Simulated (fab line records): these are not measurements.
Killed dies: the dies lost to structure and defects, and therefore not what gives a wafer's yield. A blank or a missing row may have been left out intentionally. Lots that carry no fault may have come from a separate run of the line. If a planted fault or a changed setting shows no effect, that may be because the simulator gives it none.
The same fault as seen by 2 desks || flow gf180mcu || only its own numbers are on each desk; what lay behind them is given at the end

DESK OF THE TOOL OWNER: implanter-03
For each lot that ran on this tool, the mean over its sampled wafers that have a number, from the tool's own readings at GF_HV_LDD_IMPLANT_34. A lot is out of limits, marked OUT, if its mean lies more than 4 standard deviations from the usual mean; the brackets give that distance.
Columns: A = beam on s at GF_HV_LDD_IMPLANT_34, usual 10.02 s; B = dose ions cm2 at GF_HV_LDD_IMPLANT_34, usual 7.499e+12; C = faraday current uA at GF_HV_LDD_IMPLANT_34, usual 42.2
{"lot": "L980", "first seen here": "day 11 20:28", "A": 10.11, "B": 7.492e+12, "C": 41.9}
{"lot": "L988", "first seen here": "day 14 15:19", "A": 9.98, "B": 7.491e+12, "C": 42.3}
{"lot": "L989", "first seen here": "day 15 01:26", "A": 10.12, "B": 7.500e+12, "C": 41.8}
{"lot": "L991", "first seen here": "day 15 14:25", "A": 10.07, "B": 7.495e+12, "C": 42.0}
{"lot": "L999", "first seen here": "day 18 04:51", "A": "8.94 (-5.1) OUT", "B": 7.486e+12, "C": "47.4 (+5.8) OUT"}
{"lot": "L100", "first seen here": "day 18 10:01", "A": "9.17 (-4.0) OUT", "B": 7.497e+12, "C": "46.2 (+4.5) OUT"}
This desk's verdict: out of limits on L100, L999, starting with L999 at day 18 04:51 (beam on s at GF_HV_LDD_IMPLANT_34). L980, L988, L989, L991: within limits.

METROLOGY DESK
What the gauges read, lot by lot, whatever tool the lot ran on: means of the sampled wafers that have a number. A lot is out of limits, marked OUT, if its mean lies more than 4 standard deviations from the usual mean; the brackets give that distance.
Columns: A = STI_OXIDATION_02_THK at GF_STI_THK_MEAS_30, usual 10.08 nm; B = DUAL_GATE_OVL at GF_DUAL_GATE_OVL_MEAS_11, usual -0.1 nm; C = NSD_TW at GF_NSD_TW_MEAS_12, usual 4269
{"lot": "L979", "first seen here": "day 2 06:08", "A": 9.97, "B": -1.4, "C": 4317}
{"lot": "L980", "first seen here": "day 2 14:14", "A": 10.21, "B": -0.6, "C": 4223}
{"lot": "L981", "first seen here": "day 2 17:50", "A": 10.12, "B": -1.1, "C": 4270}
{"lot": "L982", "first seen here": "day 2 22:05", "A": 9.92, "B": -1.7, "C": 4262}
{"lot": "L983", "first seen here": "day 3 03:38", "A": 9.95, "B": -0.3, "C": 4319}
{"lot": "L986", "first seen here": "day 3 20:59", "A": 9.94, "B": 0.3, "C": 4274}
{"lot": "L987", "first seen here": "day 3 22:40", "A": 10.28, "B": 0.6, "C": 4259}
{"lot": "L988", "first seen here": "day 4 03:25", "A": 10.14, "B": -0.0, "C": 4272}
{"lot": "L989", "first seen here": "day 4 11:15", "A": 10.14, "B": 0.8, "C": 4267}
{"lot": "L991", "first seen here": "day 4 19:13", "A": 10.21, "B": -1.2, "C": 4264}
{"lot": "L993", "first seen here": "day 5 05:14", "A": 10.27, "B": 0.5, "C": 4228}
{"lot": "L995", "first seen here": "day 5 15:46", "A": 10.14, "B": 0.1, "C": 4315}
{"lot": "L999", "first seen here": "day 6 12:49", "A": 9.71, "B": 0.4, "C": 4269}
{"lot": "L100", "first seen here": "day 6 17:25", "A": 9.86, "B": -3.0, "C": 4230}
Finding of this desk: none of the 14 lots has anything out of limits.

PUT TOGETHER
At day 18 04:51, on L100, L999, the tool owner's desk was in a position to raise an alarm.
Nothing out of limits was seen by the metrology desk.
The metrology desk has L100, L999 on record, within its limits.
GF_HV_LDD_IMPLANT_34 was run on implanter-03 by each of the lots named.

WHAT THE SIMULATOR PUT IN
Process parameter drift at GF_HV_LDD_IMPLANT_34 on implanter-03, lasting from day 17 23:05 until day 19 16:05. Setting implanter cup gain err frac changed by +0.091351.
Struck lots among those shown: L100, L999.
Time in hours from fault onset to the first out-of-limits reading at each desk: the tool owner's desk, 6.
